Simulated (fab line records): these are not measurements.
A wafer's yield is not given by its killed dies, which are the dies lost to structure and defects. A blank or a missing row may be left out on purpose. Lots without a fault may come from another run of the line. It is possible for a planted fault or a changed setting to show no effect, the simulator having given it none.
fab line records	flow sky130	part 1 of 2: steps 1 to 29 of 39
[record] lots = 5	wafers = 15	last-day = 49
route steps=708 shown METAL4@623 VIA4@639 METAL5@661
lots that met no fault: taken from a fault-free run of the same line
start-h: hours from the record's first day to the start of the lot's first wafer shown	wait-h: hours since the lot's step before	" identical to the entry in the row above	L1.1+2: a row that stands for several wafers	- no value present, or no start provided	* or withheld: withheld	< > ~ a bound
route shown NAME@n: names a module that has steps shown in the file, with the first one's number in the route	usual: average and standard deviation across the fault-free wafers	same: alike in all rows	chamber/n: place in a boat	sites: the reading at each site	_std_site: how widely they spread, as a standard deviation	_edge_site: inner sites' mean taken away from outer sites' mean	radius-mm: for every site, how far away it sits from the centre of the wafer	mask NAME#n: copy n	behind: the most recent tool/chamber to have shaped the wafer	hold: why the lot was held/for how many hours/how that ended	device: whichever transistor did not switch (one of n, p or np)	end of line: tests of these same wafers at the route's end	a step given without rows: its recipe and nothing more	killed: dies that structure and defects cost at the first sort, which is not the same as the wafer's yield	map: a wafer's dies, marking killed ones x, the rest . and places with no die _
set.NAME: the run value of the setting; set.NAME@STEP: its run value at that earlier step	model.NAME: the simulator's own value behind a step, which no gauge read
lots seen at some steps along the route; tables by step, rows by wafer
services: a tool's chamber out of use, with start hour (start-h, from the record's first day; less than 0 if before it), hours out, and reason
[[steps]]
[step SKY_METAL4_COAT_07]
[recipe] resist = BARC	temp-c = withheld	time-s = withheld	spin-rpm = 3000	resist-thk-nm = 60
lot.wafer	tool	chamber	start-h	wait-h
L080.2+4+5	litho-track-02	0	1015.99	0.1
L085.3+4+6	litho-track-04	0	1045.77	0.1
L087.1+2+5	litho-track-04	0	1056.22	0.1
L088.1+3+5	litho-track-03	0	1067.43	0.1
L089.1+2+3	litho-track-04	0	1068.42	0.1
[step SKY_METAL4_COAT_08]
[recipe] resist = KrF-thick	spin-rpm = 3000	resist-thk-nm = 1140
lot.wafer	tool	chamber	start-h	wait-h
L080.2+4+5	litho-track-02	0	-	-
L085.3+4+6	litho-track-04	0	-	-
L087.1+2+5	litho-track-04	0	-	-
L088.1+3+5	litho-track-03	0	-	-
L089.1+2+3	litho-track-04	0	-	-
[step SKY_METAL4_SOFTBAKE_09]
[recipe] temp-c = 100	time-s = 90	resist = KrF-thick
[usual] heater-power-total-W = 57.37/0.12
lot.wafer	tool	chamber	start-h	wait-h	heater-power-total-W
L080.2	litho-track-02	0	-	-	57.46
L080.4	"	0	"	"	57.25
L080.5	"	0	"	"	57.33
L085.3	litho-track-04	0	-	-	57.41
L085.4	"	0	"	"	57.30
L085.6	"	0	"	"	57.58
L087.1	litho-track-04	0	-	-	57.36
L087.2	"	0	"	"	57.20
L087.5	"	0	"	"	57.33
L088.1	litho-track-03	0	-	-	57.43
L088.3	"	0	"	"	57.38
L088.5	"	0	"	"	57.53
L089.1	litho-track-04	0	-	-	57.48
L089.2	"	0	"	"	57.46
L089.3	"	0	"	"	57.44
[step SKY_METAL4_EXPOSE_10]
[recipe] mask-id = MM4	na = 0.68	source-shape = annular	sigma-inner = 0.4	sigma-outer = 0.8	target-cd-nm = 300	dose-mj = 28
lot.wafer	tool	chamber	start-h	wait-h	mask
L080.2+4+5	krf-scanner-02	0	-	-	MM4#0
L085.3+4+6	krf-scanner-01	0	-	-	MM4#0
L087.1+2+5	krf-scanner-02	0	-	-	MM4#0
L088.1+3+5	krf-scanner-02	0	-	-	MM4#0
L089.1+2+3	krf-scanner-02	0	-	-	MM4#0
[step SKY_METAL4_PEB_11]
[recipe] peb-temp-c = withheld	peb-time-s = withheld	resist = KrF-thick
lot.wafer	tool	chamber	start-h	wait-h
L080.2+4+5	litho-track-04	0	-	-
L085.3+4+6	litho-track-03	0	-	-
L087.1+2+5	litho-track-03	0	-	-
L088.1+3+5	litho-track-03	0	-	-
L089.1+2+3	litho-track-04	0	-	-
[step SKY_METAL4_DEVELOP_12]
[recipe] develop-time-s = 60	resist = KrF-thick	dev-temp-c = 21
lot.wafer	tool	chamber	start-h	wait-h
L080.2+4+5	litho-track-04	0	-	-
L085.3+4+6	litho-track-03	0	-	-
L087.1+2+5	litho-track-03	0	-	-
L088.1+3+5	litho-track-03	0	-	-
L089.1+2+3	litho-track-04	0	-	-
[step SKY_METAL4_CD_MEAS_13]
[recipe] target-cd-nm = 300
[usual] cd-nm = 300.0/1.4
lot.wafer	tool	chamber	start-h	wait-h	cd-nm
L080.2	cd-sem-02	-	1027.89	-	301.3
L080.4	"	-	"	"	301.3
L080.5	"	-	"	"	300.8
L085.3	cd-sem-02	-	1057.12	-	301.3
L085.4	"	-	"	"	300.0
L085.6	"	-	"	"	300.6
L087.1	cd-sem-02	-	1066.83	-	303.3
L087.2	"	-	"	"	303.4
L087.5	"	-	"	"	303.8
L088.1	cd-sem-02	-	1078.93	-	301.2
L088.3	"	-	"	"	300.0
L088.5	"	-	"	"	300.7
L089.1	cd-sem-02	-	1079.77	-	298.7
L089.2	"	-	"	"	298.1
L089.3	"	-	"	"	298.3
[step SKY_METAL4_OVL_MEAS_14]
[usual] METAL4_OVL = -3/5.3
lot.wafer	tool	chamber	start-h	wait-h	METAL4_OVL[nm]
L080.2	overlay-02	-	1028.00	0.1	-4
L080.4	"	-	"	"	-7
L080.5	"	-	"	"	-3
L085.3	overlay-02	-	1057.22	0.1	1
L085.4	"	-	"	"	-7
L085.6	"	-	"	"	3
L087.1	overlay-02	-	1066.95	0.1	-7
L087.2	"	-	"	"	-10
L087.5	"	-	"	"	-7
L088.1	overlay-01	-	1079.05	0.1	-11
L088.3	"	-	"	"	-10
L088.5	"	-	"	"	-11
L089.1	overlay-02	-	1079.89	0.1	0
L089.2	"	-	"	"	3
L089.3	"	-	"	"	6
[step SKY_METAL4_DESCUM_15]
[recipe] chemistry = O2	source-power-w = 150	bias-power-w = 0	pressure-mtorr = 10	temp-c = 40	time-s = 8
[usual] drypump-motor-current-A = 5.6/0.32	oes-product-au = 0.997/0.0086
lot.wafer	tool	chamber	start-h	wait-h	drypump-motor-current-A	oes-product-au	rf-hours-counter-h
L080.2	rie-metal-03	1	1028.03	0.0	5.7	0.989	11
L080.4	"	1	"	"	5.7	0.987	-
L080.5	"	1	"	"	5.7	0.983	-
L085.3	rie-metal-03	1	1057.25	0.0	5.7	0.993	-
L085.4	"	0	"	"	5.4	0.988	-
L085.6	"	0	"	"	5.5	0.992	-
L087.1	rie-metal-03	1	1066.99	0.0	5.7	0.990	13
L087.2	"	0	"	"	5.4	0.998	7
L087.5	"	1	"	"	5.7	0.996	-
L088.1	rie-metal-03	0	1079.09	0.0	5.5	0.984	8
L088.3	"	0	"	"	5.5	0.994	-
L088.5	"	0	"	"	5.5	0.988	-
L089.1	rie-metal-01	1	1079.93	0.0	5.7	0.986	26
L089.2	"	0	"	"	5.3	0.993	20
L089.3	"	0	"	"	5.3	1.005	-
[step SKY_METAL4_ETCH_16]
[recipe] chemistry = N2/H2	target = BARC	ion-energy-ev = 200	bias-w = 100	pressure-mtorr = 30	n2-flow-sccm = 100	h2-flow-sccm = 200	icp-w = 500	stop-on = SiO2	time-s = 88.2	target-depth-a = 600
[usual] drypump-motor-current-A = 5.6/0.32	oes-product-au = 0.626/0.0047	throttle-valve-pct = 13.205/0.0092
lot.wafer	tool	chamber	start-h	wait-h	drypump-motor-current-A	oes-product-au	rf-hours-counter-h	throttle-valve-pct
L080.2	rie-metal-03	1	1028.06	0.0	5.7	0.624	11	13.202
L080.4	"	1	"	"	5.8	0.623	-	13.211
L080.5	"	1	"	"	5.7	0.622	-	13.186
L085.3	rie-metal-03	1	1057.30	0.0	5.7	0.626	-	13.197
L085.4	"	0	"	"	5.5	0.621	-	13.215
L085.6	"	0	"	"	5.5	0.627	-	13.208
L087.1	rie-metal-03	1	1067.02	0.0	5.7	0.628	13	13.224
L087.2	"	0	"	"	5.5	0.629	7	13.201
L087.5	"	1	"	"	5.7	0.633	-	13.205
L088.1	rie-metal-03	0	1079.12	0.0	5.5	0.628	8	13.212
L088.3	"	0	"	"	5.5	0.632	-	13.198
L088.5	"	0	"	"	5.5	0.636	-	13.222
L089.1	rie-metal-01	1	1079.96	0.0	5.7	0.627	26	13.208
L089.2	"	0	"	"	5.3	0.621	20	13.193
L089.3	"	0	"	"	5.3	0.632	-	13.209
[step SKY_METAL4_ETCH_17]
[recipe] target = SiO2	stop-on = TiN	chemistry = C4F8/O2/Ar	source-w = 1500	bias-w = 1200	pressure-mtorr = 40	c4f8-flow-sccm = withheld	O2_flow_sccm = 6	Ar_flow_sccm = 300	time-s = 3.9	target-depth-a = 150
[usual] oes-product-au = 0.753/0.0063
lot.wafer	tool	chamber	start-h	wait-h	oes-product-au	rf-hours-counter-h
L080.2	rie-diel-02	3	1028.16	0.1	0.752	17
L080.4	"	2	"	"	0.762	-
L080.5	"	3	"	"	0.752	-
L085.3	rie-diel-04	3	1057.37	0.0	0.745	14
L085.4	"	1	"	"	0.746	24
L085.6	"	2	"	"	0.747	-
L087.1	rie-diel-03	2	1067.12	0.1	0.751	12
L087.2	"	1	"	"	0.743	1
L087.5	"	3	"	"	0.758	-
L088.1	rie-diel-03	3	1079.22	0.1	0.764	16
L088.3	"	2	"	"	0.757	12
L088.5	"	1	"	"	0.769	-
L089.1	rie-diel-04	1	1080.06	0.1	0.755	25
L089.2	"	0	"	"	0.749	22
L089.3	"	2	"	"	0.751	10
[step SKY_METAL4_METAL_ETCH_18]
[recipe] target-depth-a = 8450	stop-on = SiO2	over-etch-frac = 0.3	time-s = 183.1	chemistry = Cl2/BCl3	resist-sidewall-deg = 88	pressure-mtorr = 10	icp-w = 900	bias-w = 48.5	Cl2_flow_sccm = 60	bcl3-flow-sccm = 30
[usual] drypump-motor-current-A = 5.7/0.41	oes-product-au = 0.867/0.0056	throttle-valve-pct = 22.265/0.0089
lot.wafer	tool	chamber	start-h	wait-h	drypump-motor-current-A	oes-product-au	rf-hours-counter-h	throttle-valve-pct
L080.2	rie-metal-04	1	1028.18	0.0	5.3	0.859	13	22.260
L080.4	"	0	"	"	6.4	0.880	-	22.247
L080.5	"	0	"	"	6.3	0.874	-	22.259
L085.3	rie-metal-04	0	1057.45	0.1	6.3	0.859	-	22.263
L085.4	"	1	"	"	5.3	0.873	-	22.253
L085.6	"	0	"	"	6.3	0.876	-	22.259
L087.1	rie-metal-01	1	1067.14	0.0	5.7	0.870	25	22.266
L087.2	"	0	"	"	5.2	0.861	19	22.261
L087.5	"	0	"	"	5.2	0.874	-	22.256
L088.1	rie-metal-04	1	1079.24	0.0	5.3	0.870	16	22.267
L088.3	"	1	"	"	5.3	0.873	-	22.264
L088.5	"	0	"	"	6.3	0.872	-	22.269
L089.1	rie-metal-04	0	1080.08	0.0	6.3	0.877	12	22.260
L089.2	"	1	"	"	5.3	0.871	16	22.269
L089.3	"	1	"	"	5.3	0.866	-	22.274
[step SKY_METAL4_STRIP_19]
[recipe] chemistry = O2/N2	power-w = 1400	pressure-mtorr = 1500	platen-temp-c = withheld	o2-flow-sccm = 3000	n2-flow-sccm = 300	overash-fraction = 0.5
[usual] drypump-motor-current-A = 5.71/0.14	o2-flow-sccm = 3001/10	oes-product-au = 0.503/0.0053	strip-time-to-endpoint-s = 6.56/0.078
lot.wafer	tool	chamber	start-h	wait-h	drypump-motor-current-A	o2-flow-sccm	oes-product-au	rf-hours-counter-h	strip-time-to-endpoint-s
L080.2	plasma-asher-01	1	1028.36	0.1	5.73	3006	0.503	60	6.53
L080.4	"	1	"	"	5.73	3006	0.500	-	6.42
L080.5	"	0	"	"	5.51	2994	0.495	-	6.43
L085.3	plasma-asher-02	0	1057.60	0.1	5.62	2972	0.491	-	6.48
L085.4	"	1	"	"	5.90	3002	0.504	-	6.62
L085.6	"	0	"	"	5.63	2985	0.504	-	6.52
L087.1	plasma-asher-01	1	1067.32	0.1	5.73	2992	0.517	64	6.70
L087.2	"	0	"	"	5.49	2996	0.497	64	6.52
L087.5	"	1	"	"	5.74	2989	0.501	-	6.55
L088.1	plasma-asher-01	1	1079.42	0.1	5.74	2984	0.501	65	6.56
L088.3	"	0	"	"	5.50	3020	0.503	-	6.58
L088.5	"	1	"	"	5.74	2982	0.502	-	6.54
L089.1	plasma-asher-04	0	1080.26	0.1	5.74	3016	0.503	1	6.50
L089.2	"	1	"	"	5.87	2990	0.500	1	6.57
L089.3	"	0	"	"	5.74	3015	0.502	-	6.61
[step SKY_METAL4_STRIP_20]
[recipe] chemistry = post-etch-residue-remover	time-s = 1200	temp-c = 72.5
lot.wafer	tool	chamber	start-h	wait-h
L080.2+4+5	wet-bench-02	3	1028.46	0.1
L085.3+4+6	wet-bench-02	3	1057.67	0.0
L087.1+2+5	wet-bench-04	3	1067.42	0.1
L088.1+3+5	wet-bench-02	0	1079.52	0.1
L089.1+2+3	wet-bench-04	0	1080.36	0.1
[step SKY_METAL4_CLEAN_21]
[recipe] chemistry = IPA	time-s = 180	temp-c = 25
lot.wafer	tool	chamber	start-h	wait-h
L080.2+4+5	wet-bench-03	3	1028.83	0.0
L085.3+4+6	wet-bench-04	0	1058.01	0.0
L087.1+2+5	wet-bench-02	3	1067.76	0.0
L088.1+3+5	wet-bench-03	2	1079.86	0.0
L089.1+2+3	wet-bench-04	1	1080.73	0.0
[step SKY_METAL4_CLEAN_22]
[recipe] chemistry = O3/DIW	dry = n2-spin
lot.wafer	tool	chamber	start-h	wait-h
L080.2+4+5	wet-bench-02	2	1028.89	0.0
L085.3+4+6	wet-bench-02	0	1058.07	0.0
L087.1+2+5	wet-bench-04	1	1067.82	0.0
L088.1+3+5	wet-bench-04	2	1079.92	0.0
L089.1+2+3	wet-bench-04	1	1080.79	0.0
[step SKY_VIA4_HDPCVD_00]
[recipe] material = SiO2	target-thk-nm = 1750	sigma-open-frac = 0.3	time-s = 291.7	temp-c = 400	sih4-flow-sccm = 60	pressure-mtorr = 6
lot.wafer	tool	chamber	start-h	wait-h
L080.2+4+5	hdpcvd-02	1,0,2	1028.99	0.0
L085.3+4+6	hdpcvd-01	0,1,0	1058.16	0.0
L087.1+2+5	hdpcvd-01	1,0,0	1067.91	0.0
L088.1+3+5	hdpcvd-01	1,0,1	1080.02	0.0
L089.1+2+3	hdpcvd-02	0,2,1	1080.90	0.0
[step SKY_VIA4_THK_MEAS_01]
[recipe] reads = SiO2_of_VIA4_HDPCVD_00
[usual] VIA4_HDPCVD_THK = 1761/16
lot.wafer	tool	chamber	start-h	wait-h	VIA4_HDPCVD_THK[nm]
L080.2	film-metro-03	-	1029.18	0.1	1735
L080.4	"	-	"	"	1721
L080.5	"	-	"	"	1744
L085.3	film-metro-03	-	1058.36	0.1	1752
L085.4	"	-	"	"	1768
L085.6	"	-	"	"	1769
L087.1	film-metro-04	-	1068.09	0.1	1771
L087.2	"	-	"	"	1769
L087.5	"	-	"	"	1775
L088.1	film-metro-04	-	1080.20	0.1	1731
L088.3	"	-	"	"	1739
L088.5	"	-	"	"	1759
L089.1	film-metro-01	-	1081.08	0.1	1773
L089.2	"	-	"	"	1777
L089.3	"	-	"	"	1772
[step SKY_VIA4_CMP_02]
[recipe] material = SiO2	down-force-psi = 4	platen-rpm = 60	pad-velocity-m-s = 0.94248
[usual] motor-current-A = 12.4/1.1	slurry-filter-dp-kPa = 13.50/0.14
lot.wafer	tool	chamber	start-h	wait-h	motor-current-A	slurry-filter-dp-kPa
L080.2	cmp-02	0	1029.28	0.1	10.3	13.75
L080.4	"	1	"	"	14.0	13.39
L080.5	"	0	"	"	10.1	13.55
L085.4	cmp-01	2	1058.74	0.4	11.7	13.60
L085.3	"	0	"	"	12.5	13.40
L085.6	"	2	"	"	11.4	13.52
L087.2	cmp-01	2	1068.15	0.0	11.3	13.52
L087.1	"	3	"	"	12.8	13.53
L087.5	"	2	"	"	11.6	13.49
L088.1	cmp-02	0	1080.31	0.1	9.9	13.22
L088.3	"	2	"	"	13.3	13.30
L088.5	"	0	"	"	10.2	13.69
L089.1	cmp-01	2	1081.26	0.2	11.8	13.43
L089.3	"	3	"	"	12.2	13.33
L089.2	"	1	"	"	12.6	13.52
[step SKY_VIA4_BOW_MEAS_03]
[recipe] mode = bow
[usual] VIA4_BOW = 80/9
lot.wafer	tool	chamber	start-h	wait-h	VIA4_BOW[um]
L080.2	film-metro-03	-	1029.55	0.2	96
L080.4	"	-	"	"	80
L080.5	"	-	"	"	80
L085.3	film-metro-03	-	1059.03	0.1	77
L085.4	"	-	"	"	75
L085.6	"	-	"	"	75
L087.1	film-metro-04	-	1068.45	0.2	73
L087.2	"	-	"	"	77
L087.5	"	-	"	"	99
L088.1	film-metro-04	-	1080.56	0.2	51
L088.3	"	-	"	"	71
L088.5	"	-	"	"	69
L089.1	film-metro-03	-	1081.56	0.2	85
L089.2	"	-	"	"	92
L089.3	"	-	"	"	77
[step SKY_VIA4_DEHYDRATE_04]
[recipe] temp-c = 200	time-s = 60
[usual] heater-power-total-W = 160.37/0.12
lot.wafer	tool	chamber	start-h	wait-h	heater-power-total-W
L080.2	litho-track-03	0	1039.96	10.4	160.49
L080.4	"	0	"	"	160.39
L080.5	"	0	"	"	160.27
L085.3	litho-track-04	0	1068.97	9.9	160.35
L085.4	"	0	"	"	160.56
L085.6	"	0	"	"	160.28
L087.1	litho-track-04	0	1078.82	10.4	160.31
L087.2	"	0	"	"	160.50
L087.5	"	0	"	"	160.37
L088.1	litho-track-01	0	1090.37	9.8	160.41
L088.3	"	0	"	"	160.11
L088.5	"	0	"	"	160.36
L089.1	litho-track-04	0	1091.67	10.1	160.34
L089.2	"	0	"	"	160.38
L089.3	"	0	"	"	160.29
[step SKY_VIA4_HMDS_05]
[recipe] prime-time-s = 60	prime-temp-c = 120
lot.wafer	tool	chamber	start-h	wait-h
L080.2+4+5	litho-track-03	0	1040.11	0.1
L085.3+4+6	litho-track-04	0	1069.12	0.1
L087.1+2+5	litho-track-04	0	1078.97	0.1
L088.1+3+5	litho-track-01	0	1090.52	0.1
L089.1+2+3	litho-track-04	0	1091.82	0.1
[step SKY_VIA4_COAT_06]
[recipe] resist = NOVOLAK	spin-rpm = 3000	resist-thk-nm = 1140
lot.wafer	tool	chamber	start-h	wait-h
L080.2+4+5	litho-track-03	0	1040.26	0.1
L085.3+4+6	litho-track-04	0	1069.27	0.1
L087.1+2+5	litho-track-04	0	1079.12	0.1
L088.1+3+5	litho-track-01	0	1090.67	0.1
L089.1+2+3	litho-track-04	0	1091.97	0.1
[step SKY_VIA4_SOFTBAKE_07]
[recipe] temp-c = 90	time-s = 60	resist = NOVOLAK
[usual] heater-power-total-W = 56.59/0.042
lot.wafer	tool	chamber	start-h	wait-h	heater-power-total-W
L080.2	litho-track-03	0	1040.41	0.1	56.60
L080.4	"	0	"	"	56.54
L080.5	"	0	"	"	56.61
L085.3	litho-track-04	0	1069.42	0.1	56.58
L085.4	"	0	"	"	56.57
L085.6	"	0	"	"	56.55
L087.1	litho-track-04	0	1079.27	0.1	56.62
L087.2	"	0	"	"	56.68
L087.5	"	0	"	"	56.58
L088.1	litho-track-01	0	1090.82	0.1	56.66
L088.3	"	0	"	"	56.61
L088.5	"	0	"	"	56.57
L089.1	litho-track-04	0	1092.12	0.1	56.58
L089.2	"	0	"	"	56.56
L089.3	"	0	"	"	56.62
[step SKY_VIA4_EXPOSE_08]
[recipe] mask-id = VIM4	na = 0.6	source-shape = conventional	sigma-outer = 0.6	polarization = unpolarized	target-cd-nm = 800	dose-mj = 132
lot.wafer	tool	chamber	start-h	wait-h	mask
L080.2+4+5	iline-stepper-01	0	-	-	VIM4#0
L085.3+4+6	iline-stepper-02	0	-	-	VIM4#0
L087.1+2+5	iline-stepper-02	0	-	-	VIM4#0
L088.1+3+5	iline-stepper-02	0	-	-	VIM4#0
L089.1+2+3	iline-stepper-02	0	-	-	VIM4#0
[step SKY_VIA4_PEB_09]
[recipe] temp-c = withheld	time-s = *	resist = NOVOLAK
lot.wafer	tool	chamber	start-h	wait-h
L080.2+4+5	litho-track-01	0	-	-
L085.3+4+6	litho-track-04	0	-	-
L087.1+2+5	litho-track-01	0	-	-
L088.1+3+5	litho-track-01	0	-	-
L089.1+2+3	litho-track-01	0	-	-
[step SKY_VIA4_DEVELOP_10]
[recipe] resist = NOVOLAK	developer = TMAH	develop-time-s = 60	dev-temp-c = 23
lot.wafer	tool	chamber	start-h	wait-h
L080.2+4+5	litho-track-01	0	1051.10	0.1
L085.3+4+6	litho-track-04	0	1079.97	0.1
L087.1+2+5	litho-track-01	0	1089.12	0.1
L088.1+3+5	litho-track-01	0	1101.47	0.1
L089.1+2+3	litho-track-01	0	1107.77	0.1
[step SKY_VIA4_OVL_MEAS_11]
[usual] VIA4_OVL = 1.2/1.3
lot.wafer	tool	chamber	start-h	wait-h	VIA4_OVL[nm]
L080.2	overlay-01	-	1051.23	0.1	0.9
L080.4	"	-	"	"	0.0
L080.5	"	-	"	"	1.0
L085.3	overlay-02	-	1080.09	0.1	0.5
L085.4	"	-	"	"	2.0
L085.6	"	-	"	"	0.7
L087.1	overlay-01	-	1089.27	0.1	1.5
L087.2	"	-	"	"	1.3
L087.5	"	-	"	"	0.9
L088.1	overlay-01	-	1101.62	0.1	0.5
L088.3	"	-	"	"	0.0
L088.5	"	-	"	"	2.0
L089.1	overlay-01	-	1107.92	0.1	-1.1
L089.2	"	-	"	"	0.1
L089.3	"	-	"	"	2.6
[step SKY_VIA4_ETCH_12]
[recipe] target = SiO2	chemistry = C4F8/O2/Ar	stop-on = TiN	mask-material = NOVOLAK	source-w = 1500	bias-w = 1200	pressure-mtorr = 40	c4f8-flow-sccm = withheld	O2_flow_sccm = 6	Ar_flow_sccm = 300	time-s = withheld	target-depth-a = 5800
[usual] oes-product-au = 0.926/0.0046
lot.wafer	tool	chamber	start-h	wait-h	oes-product-au
L080.2	rie-diel-04	0	1051.26	0.0	0.918
L080.4	"	3	"	"	0.923
L080.5	"	3	"	"	0.927
L085.3	rie-diel-01	0	1080.11	0.0	0.924
L085.4	"	2	"	"	0.930
L085.6	"	1	"	"	0.930
L087.1	rie-diel-01	0	1089.31	0.0	0.927
L087.2	"	2	"	"	0.919
L087.5	"	1	"	"	0.935
L088.1	rie-diel-04	0	1101.66	0.0	0.926
L088.3	"	3	"	"	0.933
L088.5	"	3	"	"	0.921
L089.1	rie-diel-04	2	1107.96	0.0	0.923
L089.2	"	1	"	"	0.923
L089.3	"	0	"	"	0.927
